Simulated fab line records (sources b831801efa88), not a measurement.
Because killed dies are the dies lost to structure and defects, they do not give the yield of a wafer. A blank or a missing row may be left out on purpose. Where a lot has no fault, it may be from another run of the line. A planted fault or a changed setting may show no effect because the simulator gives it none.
Chamber matching || flow gf180mcu || cmp-01 running GF_V4_CMP_04: 4 sister chambers
The step polishes SiO2. 4 wafers are shown with their chamber, then 8 later ones without.

EACH WAFER AND ITS CHAMBER
{"wafer": "L171.6", "chamber": 0, "motor_current_A (A)": 11.6}
{"wafer": "L176.2", "chamber": 3, "motor_current_A (A)": 12.8}
{"wafer": "L176.5", "chamber": 2, "motor_current_A (A)": 13.8}
{"wafer": "L177.4", "chamber": 1, "motor_current_A (A)": 13.9}

WAFERS WITH NO CHAMBER GIVEN
{"wafer": "L177.5", "motor_current_A (A)": 14.4}
{"wafer": "L177.6", "motor_current_A (A)": 14.6}
{"wafer": "L180.2", "motor_current_A (A)": 14.2}
{"wafer": "L180.5", "motor_current_A (A)": 12.4}
{"wafer": "L180.6", "motor_current_A (A)": 13.3}
{"wafer": "L181.1", "motor_current_A (A)": 11.9}
{"wafer": "L181.2", "motor_current_A (A)": 14.1}
{"wafer": "L181.3", "motor_current_A (A)": 13.4}

WHICH CHAMBER EACH ONE RAN IN
{"wafer": "L177.5", "from the rows above": "can't be placed: 1 or 2", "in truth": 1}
{"wafer": "L177.6", "from the rows above": "can't be placed: 1 or 2", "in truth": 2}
{"wafer": "L180.2", "from the rows above": "can't be placed: 1 or 2", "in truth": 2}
{"wafer": "L180.5", "from the rows above": "can't be placed: 3 or 0", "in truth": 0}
{"wafer": "L180.6", "from the rows above": "can't be placed: 2 or 3 or 1", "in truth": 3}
{"wafer": "L181.1", "from the rows above": "can't be placed: 0 or 3", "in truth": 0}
{"wafer": "L181.2", "from the rows above": "can't be placed: 1 or 2", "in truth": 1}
{"wafer": "L181.3", "from the rows above": "can't be placed: 2 or 1 or 3", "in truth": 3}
Correct placement for 0 of the 8. Unplaceable from these rows: 8, with the true chamber sitting among the candidates in 8. Wrongly placed: 0.
How it was worked out, from the rows above alone: a wafer's distance from a chamber is the root of the sum, over the readings, of the square of ((its reading less the chamber's mean) divided by the reading's scatter). The wafer belongs to the nearest chamber; if the next one is less than 2 further off, it can't be placed. Each chamber's mean is taken over the wafers shown for it. The scatter: root of mean squared gap, hidden wafer to nearest shown wafer, with one shown wafer a chamber.
